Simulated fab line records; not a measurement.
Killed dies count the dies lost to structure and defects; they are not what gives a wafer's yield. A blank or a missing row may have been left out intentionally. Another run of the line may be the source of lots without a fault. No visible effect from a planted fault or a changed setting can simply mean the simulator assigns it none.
Chamber matching	flow sfq_line	4 sister chambers for SFQ_TRILAYER_I7_CMP_CMP_184 on cmp-02
The step polishes SiO2. 16 wafers are shown with their chamber, then 7 later ones without.

## WAFERS PAIRED WITH THEIR CHAMBERS
wafer	chamber	time_to_endpoint_s (s)	motor_current_A (A)	edge_zone_pressure_frac
L155.1	2	211	9.9	0.994
L155.5	0	218	9.2	0.992
L155.6	3	213	9.7	1.010
L161.1	3	215	10.0	0.998
L161.3	1	229	10.6	1.000
L161.5	3	212	10.0	1.000
L163.4	2	223	10.0	0.997
L163.5	1	250	10.0	0.996
L163.6	2	218	9.1	0.999
L165.2	0	218	9.4	1.007
L165.1	2	207	8.9	1.005
L165.4	3	213	10.3	0.992
L167.4	0	220	9.5	0.993
L167.1	2	199	9.5	0.994
L167.5	1	228	10.2	1.005
L173.3	3	198	9.4	0.995

SIGNATURES, as means of the wafers listed above
reading	chamber 0	chamber 1	chamber 2	chamber 3	scatter within a chamber
time_to_endpoint_s	218.67	235.67	211.60	210.20	8.43
motor_current_A	9.367	10.267	9.480	9.880	0.368
edge_zone_pressure_frac	0.99733	1.00033	0.99780	0.99900	0.00614
Rule: a wafer lies at a distance from a chamber equal to the root of the sum of squares, over the readings, of (its reading less the chamber's mean, divided by the reading's scatter). If the next closest chamber is less than 2 further off than the closest, the wafer can't be placed; otherwise it belongs to the closest. How the scatter is found: for the shown wafers, subtract from each reading the mean of its chamber, square and add these, divide the total by (wafers less chambers), then take the root.

## WAFERS WHOSE CHAMBER IS MISSING
wafer	time_to_endpoint_s (s)	motor_current_A (A)	edge_zone_pressure_frac
L173.5	217	9.3	1.003
L174.2	197	9.7	0.999
L174.4	215	9.6	1.001
L174.5	202	9.4	1.001
L175.1	207	9.4	1.004
L175.2	213	10.1	1.009
L175.6	200	9.6	0.992

## WHICH CHAMBER EACH WENT THROUGH
wafer	from the rows above	in truth
L173.5	can't be placed: 0 or 2 or 3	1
L174.2	can't be placed: 3 or 2 or 0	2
L174.4	can't be placed: 2 or 0 or 3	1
L174.5	can't be placed: 2 or 3 or 0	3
L175.1	can't be placed: 2 or 3 or 0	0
L175.2	can't be placed: 3 or 2 or 0 or 1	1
L175.6	can't be placed: 2 or 3 or 0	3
Placed correctly: 0 of 7. Not placeable from these rows: 7 (in 5, the candidates include the true chamber). Number placed wrongly: 0.
